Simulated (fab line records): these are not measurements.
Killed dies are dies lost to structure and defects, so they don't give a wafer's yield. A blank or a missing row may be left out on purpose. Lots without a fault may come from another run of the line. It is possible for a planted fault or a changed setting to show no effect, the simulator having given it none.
fab line records ; flow sky130
record lots=12; wafers=36; lastDay=49
route steps=708 shown NWELL@81 SONOS_ONO@168 LDD_HVP@285 POLY_CUT@315
lots that met no fault: from a run of the same line without faults
startH: hours from the record's opening day to when the first of the lot's shown wafers began ; waitH: time in hours since the lot's previous step ; " as in the row above ; L1.1+2: several wafers, shown together as one row ; - no value, or no start given ; * or withheld: withheld ; < > ~ a bound
route shown NAME@n: NAME is a module with steps in the file, n the number in the route of the first one ; usual: the fault-free wafers' mean and standard deviation ; same: alike in all rows ; chamber/n: place in a boat ; sites: the reading at each site ; _std_site: the values' standard deviation ; _edge_site: inner sites' mean taken away from outer sites' mean ; radiusMm: for every site, how far away it sits from the centre of the wafer ; mask NAME#n: copy n ; behind: the tool/chamber that last shaped the wafer ; hold: why the lot went on hold/how many hours it stayed there/how the hold came to an end ; device: whichever transistor did not switch (one of n, p or np) ; end of line: at the end of the route, the tests of the same wafers ; for a step that has no rows: nothing shown but its recipe ; killed: the dies lost at the first sort to structure and to defects; this is not the yield of the wafer ; map: a wafer's dies, x killed, . not, _ none there
set.NAME: the run value of the setting; set.NAME@STEP: its run value at that earlier step ; model.NAME: the simulator's own value behind a step, which no gauge read
route steps across a sampled set of lots; one table per step, one row per wafer
services: from which hour (startH, from the record's first day; less than 0 if before it) a tool's chamber was out of use, for how many hours, and why
## steps
# step SKY_NWELL_RTA_28
# recipe tempC=1050; timeS=30; idleTempC=650; rampUpCPerS=150; rampDownCPerS=90; ambient=N2
# usual lampPowerPct=25.31/0.055; wafer_temp_C_max=1054.9/1
lot.wafer;tool;chamber;startH;waitH;lampPowerPct;wafer_temp_C_max
L574.2;rtpAnneal-01;0;101.40;0.0;25.21;1056.9
L574.4;rtpAnneal-01;0;101.40;0.0;25.26;1055.3
L574.5;rtpAnneal-01;0;101.40;0.0;25.33;1055.0
L576.1;rtpAnneal-01;0;112.87;0.0;25.40;1055.1
L576.2;rtpAnneal-01;0;112.87;0.0;25.20;1054.3
L576.6;rtpAnneal-01;0;112.87;0.0;25.31;1054.1
L580.1;rtpAnneal-02;0;140.89;0.0;25.33;1054.5
L580.4;rtpAnneal-02;0;140.89;0.0;25.46;1053.6
L580.5;rtpAnneal-02;0;140.89;0.0;25.28;1053.7
L582.2;rtpAnneal-02;0;151.54;0.0;25.33;1054.5
L582.5;rtpAnneal-02;0;151.54;0.0;25.32;1053.4
L582.6;rtpAnneal-02;0;151.54;0.0;25.41;1053.8
L584.1;rtpAnneal-02;0;168.39;0.0;25.28;1054.9
L584.3;rtpAnneal-02;0;168.39;0.0;25.24;1054.0
L584.5;rtpAnneal-02;0;168.39;0.0;25.35;1054.1
L585.3;rtpAnneal-02;0;178.50;0.0;25.26;1054.5
L585.4;rtpAnneal-02;0;178.50;0.0;25.33;1055.8
L585.6;rtpAnneal-02;0;178.50;0.0;25.36;1057.2
L587.1;rtpAnneal-02;0;186.49;0.0;25.22;1056.0
L587.3;rtpAnneal-02;0;186.49;0.0;25.30;1055.7
L587.6;rtpAnneal-02;0;186.49;0.0;25.31;1055.2
L588.1;rtpAnneal-02;0;192.58;0.0;25.26;1054.4
L588.4;rtpAnneal-02;0;192.58;0.0;25.37;1059.0
L588.5;rtpAnneal-02;0;192.58;0.0;25.27;1054.9
L589.1;rtpAnneal-01;0;196.68;0.0;25.26;1058.5
L589.4;rtpAnneal-01;0;196.68;0.0;25.31;1054.9
L589.5;rtpAnneal-01;0;196.68;0.0;25.28;1054.7
L590.3;rtpAnneal-02;0;203.11;0.0;25.27;1054.9
L590.5;rtpAnneal-02;0;203.11;0.0;25.36;1054.9
L590.6;rtpAnneal-02;0;203.11;0.0;25.23;1055.8
L591.2;rtpAnneal-01;0;209.89;0.0;25.38;1053.9
L591.3;rtpAnneal-01;0;209.89;0.0;25.28;1054.8
L591.6;rtpAnneal-01;0;209.89;0.0;25.39;1055.2
L592.1;rtpAnneal-01;0;217.02;0.0;25.23;1056.2
L592.3;rtpAnneal-01;0;217.02;0.0;25.21;1054.7
L592.4;rtpAnneal-01;0;217.02;0.0;25.34;1053.8
# step SKY_SONOS_ONO_OXIDATION_00
# recipe tempC=800; ambient=O2; idleTempC=700; rampUpCPerMin=10; rampDownCPerMin=3; stabiliseS=600; purgeS=300; targetThkA=26; oxTimeS=1249
# usual spikeTcCentreC=800.7/0.95; spikeTcLowerC=800.9/1.5; spikeTcUpperC=800.5/1.2; tubeCenterTempC=800/0.077; tube_center_temp_C_max=802.1/0.34
lot.wafer;tool;chamber;startH;waitH;spikeTcCentreC;spikeTcLowerC;spikeTcUpperC;tubeCenterTempC;tube_center_temp_C_max
L574.2;furnace-02;0;251.00;3.0;799.0;802.3;800.4;799.95;802.0
L574.4;furnace-02;0;251.00;3.0;799.3;800.9;802.0;799.9;801.4
L574.5;furnace-02;0;251.00;3.0;799.6;801.2;800.4;799.93;801.9
L576.1;furnace-02;0;266.08;2.3;800.0;801.3;802.0;799.99;801.9
L576.2;furnace-02;0;266.08;2.3;800.8;801.2;802.1;800.06;802.0
L576.6;furnace-02;0;266.08;2.3;800.6;800.7;799.8;799.99;802.5
L580.1;furnace-02;0;304.92;2.5;801.4;802.4;801.0;799.96;802.0
L580.4;furnace-02;0;304.92;2.5;801.0;802.4;800.6;799.96;801.8
L580.5;furnace-02;0;304.92;2.5;801.1;802.5;802.4;800.06;802.1
L582.2;furnace-01;0;316.06;0.6;801.9;799.2;798.5;799.93;802.2
L582.5;furnace-01;0;316.06;0.6;801.7;799.5;799.5;799.92;801.9
L582.6;furnace-01;0;316.06;0.6;802.0;800.6;798.6;800.07;801.9
L584.1;furnace-01;0;338.40;0.9;801.8;798.7;799.7;800.07;801.9
L584.3;furnace-01;0;338.40;0.9;801.5;800.8;799.8;800.05;802.3
L584.5;furnace-01;0;338.40;0.9;800.1;800.9;798.6;800.01;802.1
L585.3;furnace-02;0;352.18;0.0;801.4;801.9;802.5;799.93;801.8
L585.4;furnace-02;0;352.18;0.0;800.3;803.9;802.0;799.91;802.6
L585.6;furnace-02;0;352.18;0.0;800.6;803.2;801.7;799.97;801.7
L587.1;furnace-02;0;362.01;0.4;800.5;799.8;799.9;799.91;801.9
L587.3;furnace-02;0;362.01;0.4;800.5;801.8;801.8;800.06;802.4
L587.6;furnace-02;0;362.01;0.4;800.3;801.5;800.4;800.01;802.0
L588.1;furnace-01;0;372.54;4.6;799.9;798.8;799.7;800.09;802.0
L588.4;furnace-01;0;372.54;4.6;800.2;798.7;799.6;800.06;802.2
L588.5;furnace-01;0;372.54;4.6;800.7;799.3;798.7;800.02;802.0
L589.1;furnace-02;0;378.42;5.2;793.1;795.3;794.9;793.27;795.6
L589.4;furnace-02;0;378.42;5.2;793.5;794.6;794.6;793.22;795.1
L589.5;furnace-02;0;378.42;5.2;793.2;796.2;794.3;793.37;794.9
L590.3;furnace-02;0;384.18;1.6;794.0;797.3;793.4;793.36;795.1
L590.5;furnace-02;0;384.18;1.6;795.2;794.4;795.4;793.38;795.2
L590.6;furnace-02;0;384.18;1.6;794.3;795.8;794.1;793.4;795.2
L591.2;furnace-01;0;390.54;0.6;802.0;801.6;800.6;799.99;802.2
L591.3;furnace-01;0;390.54;0.6;801.5;800.5;800.7;800;801.6
L591.6;furnace-01;0;390.54;0.6;800.6;799.9;799.4;799.95;802.0
L592.1;furnace-01;0;400.29;0.9;801.4;800.0;799.2;799.96;802.0
L592.3;furnace-01;0;400.29;0.9;801.1;798.0;799.6;800.02;801.6
L592.4;furnace-01;0;400.29;0.9;799.1;799.7;798.8;800.08;802.4
# step SKY_SONOS_ONO_THK_MEAS_01
# recipe reads=SiO2_of_SONOS_ONO_OXIDATION_00
# usual SONOS_ONO_OXIDATION_THK=2.59/0.071
lot.wafer;tool;chamber;startH;waitH;SONOS_ONO_OXIDATION_THK[nm]
L574.2;filmMetro-04;-;252.36;0.0;2.68
L574.4;filmMetro-04;-;252.36;0.0;2.63
L574.5;filmMetro-04;-;252.36;0.0;2.63
L576.1;filmMetro-04;-;267.43;0.0;2.54
L576.2;filmMetro-04;-;267.43;0.0;2.61
L576.6;filmMetro-04;-;267.43;0.0;2.59
L580.1;filmMetro-01;-;306.27;0.0;2.51
L580.4;filmMetro-01;-;306.27;0.0;2.56
L580.5;filmMetro-01;-;306.27;0.0;2.47
L582.2;filmMetro-04;-;317.42;0.0;2.65
L582.5;filmMetro-04;-;317.42;0.0;2.61
L582.6;filmMetro-04;-;317.42;0.0;2.68
L584.1;filmMetro-04;-;339.74;0.0;2.69
L584.3;filmMetro-04;-;339.74;0.0;2.55
L584.5;filmMetro-04;-;339.74;0.0;2.61
L585.3;filmMetro-04;-;353.55;0.0;2.47
L585.4;filmMetro-04;-;353.55;0.0;2.44
L585.6;filmMetro-04;-;353.55;0.0;2.49
L587.1;filmMetro-01;-;363.36;0.0;2.56
L587.3;filmMetro-01;-;363.36;0.0;2.52
L587.6;filmMetro-01;-;363.36;0.0;2.57
L588.1;filmMetro-02;-;373.89;0.0;2.65
L588.4;filmMetro-02;-;373.89;0.0;2.60
L588.5;filmMetro-02;-;373.89;0.0;2.71
L589.1;filmMetro-01;-;379.76;0.0;2.32
L589.4;filmMetro-01;-;379.76;0.0;2.34
L589.5;filmMetro-01;-;379.76;0.0;2.29
L590.3;filmMetro-02;-;385.55;0.0;2.23
L590.5;filmMetro-02;-;385.55;0.0;2.33
L590.6;filmMetro-02;-;385.55;0.0;2.37
L591.2;filmMetro-01;-;391.89;0.0;2.68
L591.3;filmMetro-01;-;391.89;0.0;2.67
L591.6;filmMetro-01;-;391.89;0.0;2.69
L592.1;filmMetro-02;-;401.64;0.0;2.67
L592.3;filmMetro-02;-;401.64;0.0;2.65
L592.4;filmMetro-02;-;401.64;0.0;2.75
# step SKY_LDD_HVP_OVL_MEAS_07
# usual LDD_HVP_OVL=0.8/1.2
lot.wafer;tool;chamber;startH;waitH;LDD_HVP_OVL[nm]
L574.2;overlay-02;-;496.23;0.1;1.5
L574.4;overlay-02;-;496.23;0.1;1.4
L574.5;overlay-02;-;496.23;0.1;2.0
L576.1;overlay-01;-;515.87;0.1;1.9
L576.2;overlay-01;-;515.87;0.1;1.0
L576.6;overlay-01;-;515.87;0.1;2.6
L580.1;overlay-02;-;559.52;0.1;1.1
L580.4;overlay-02;-;559.52;0.1;2.1
L580.5;overlay-02;-;559.52;0.1;-0.7
L582.2;overlay-02;-;570.15;0.1;1.3
L582.5;overlay-02;-;570.15;0.1;-0.3
L582.6;overlay-02;-;570.15;0.1;0.4
L584.1;overlay-02;-;595.82;0.1;1.5
L584.3;overlay-02;-;595.82;0.1;1.9
L584.5;overlay-02;-;595.82;0.1;2.0
L585.3;overlay-01;-;606.15;0.1;-0.4
L585.4;overlay-01;-;606.15;0.1;0.4
L585.6;overlay-01;-;606.15;0.1;-0.7
L587.1;overlay-01;-;617.97;0.1;0.0
L587.3;overlay-01;-;617.97;0.1;0.8
L587.6;overlay-01;-;617.97;0.1;-0.4
L589.1;overlay-01;-;648.54;0.1;-3.2
L589.4;overlay-01;-;648.54;0.1;-2.6
L589.5;overlay-01;-;648.54;0.1;-2.5
L591.2;overlay-01;-;649.93;0.1;1.9
L591.3;overlay-01;-;649.93;0.1;2.0
L591.6;overlay-01;-;649.93;0.1;2.0
L590.3;overlay-01;-;651.05;0.1;1.3
L590.5;overlay-01;-;651.05;0.1;1.2
L590.6;overlay-01;-;651.05;0.1;1.4
L588.1;overlay-02;-;652.14;0.1;0.2
L588.4;overlay-02;-;652.14;0.1;-0.1
L588.5;overlay-02;-;652.14;0.1;-0.2
L592.1;overlay-01;-;655.34;0.1;0.8
L592.3;overlay-01;-;655.34;0.1;0.1
L592.4;overlay-01;-;655.34;0.1;0.8
# step SKY_POLY_CUT_CD_MEAS_08
# recipe targetCdNm=270
# usual cdNm=270.2/1.3
lot.wafer;tool;chamber;startH;waitH;cdNm
L574.2;cdSem-02;-;559.44;-;272.6
L574.4;cdSem-02;-;559.44;-;271.8
L574.5;cdSem-02;-;559.44;-;273.0
L576.1;cdSem-01;-;577.62;-;268.7
L576.2;cdSem-01;-;577.62;-;268.4
L576.6;cdSem-01;-;577.62;-;268.9
L580.1;cdSem-01;-;621.47;-;270.9
L580.4;cdSem-01;-;621.47;-;270.6
L580.5;cdSem-01;-;621.47;-;270.3
L582.2;cdSem-01;-;631.41;-;270.5
L582.5;cdSem-01;-;631.41;-;271.0
L582.6;cdSem-01;-;631.41;-;271.0
L584.1;cdSem-02;-;655.57;-;269.0
L584.3;cdSem-02;-;655.57;-;268.9
L584.5;cdSem-02;-;655.57;-;269.6
L585.3;cdSem-02;-;666.78;-;269.6
L585.4;cdSem-02;-;666.78;-;269.2
L585.6;cdSem-02;-;666.78;-;269.4
L587.1;cdSem-02;-;676.57;-;271.2
L587.3;cdSem-02;-;676.57;-;271.4
L587.6;cdSem-02;-;676.57;-;271.2
L589.1;cdSem-02;-;706.94;-;269.6
L589.4;cdSem-02;-;706.94;-;271.4
L589.5;cdSem-02;-;706.94;-;271.0
L591.2;cdSem-02;-;707.66;-;268.4
L591.3;cdSem-02;-;707.66;-;269.3
L591.6;cdSem-02;-;707.66;-;268.8
L590.3;cdSem-01;-;709.73;-;270.2
L590.5;cdSem-01;-;709.73;-;269.5
L590.6;cdSem-01;-;709.73;-;270.2
L588.1;cdSem-02;-;711.64;-;269.2
L588.4;cdSem-02;-;711.64;-;268.7
L588.5;cdSem-02;-;711.64;-;269.3
L592.1;cdSem-01;-;716.89;-;270.0
L592.3;cdSem-01;-;716.89;-;271.2
L592.4;cdSem-01;-;716.89;-;270.2
## services
tool;chamber;startH;hours;kind
furnace-02;-;82.15;4.1;pm
furnace-01;-;93.42;4.4;pm
rtpAnneal-01;-;124.74;68.8;pm
furnace-01;-;154.62;3.3;pm
furnace-02;-;159.15;4.2;pm
rtpAnneal-01;-;193.49;3.1;pm
furnace-01;-;200.65;7.9;repair
furnace-01;-;246.77;4.0;repair
furnace-01;-;261.79;3.6;pm
furnace-02;-;327.36;3.0;pm
furnace-01;-;361.59;6.7;pm
furnace-02;-;368.94;5.1;pm
## key
firstSign step=SKY_SONOS_ONO_OXIDATION_00; reading=tubeCenterTempC; direction=down; sigmas=83; usual=*; struck=*
effect step=SKY_SONOS_ONO_OXIDATION_00; reading=tube_center_temp_C_max; direction=down; sigmas=21; usual=*; struck=*
effect step=SKY_SONOS_ONO_THK_MEAS_01; reading=SONOS_ONO_OXIDATION_THK; direction=down; sigmas=3.9; usual=2.59; struck=2.31
metAt SKY_SONOS_ONO_OXIDATION_00
struckLots L589,L590
testerLeftOut L589,L590
notActingAt SKY_NWELL_RTA_28,SKY_LDD_HVP_OVL_MEAS_07,SKY_POLY_CUT_CD_MEAS_08
onsetBetween 362.01 378.42
fault kind=processParameterDrift; tool=furnace-02; chamber=-; onsetH=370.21; steps=SKY_SONOS_ONO_OXIDATION_00; channel=tempC; offset=*; shape=step; endH=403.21; actsIn=*; stated=*
# testerLeftOut: of these lots the tester's yield and bins aren't shown, on N5 and GAA mostly nor the transistor test; their killed dies are dies lost to structure and defects alone, not to doping, threshold or leakage, so they don't give the yield
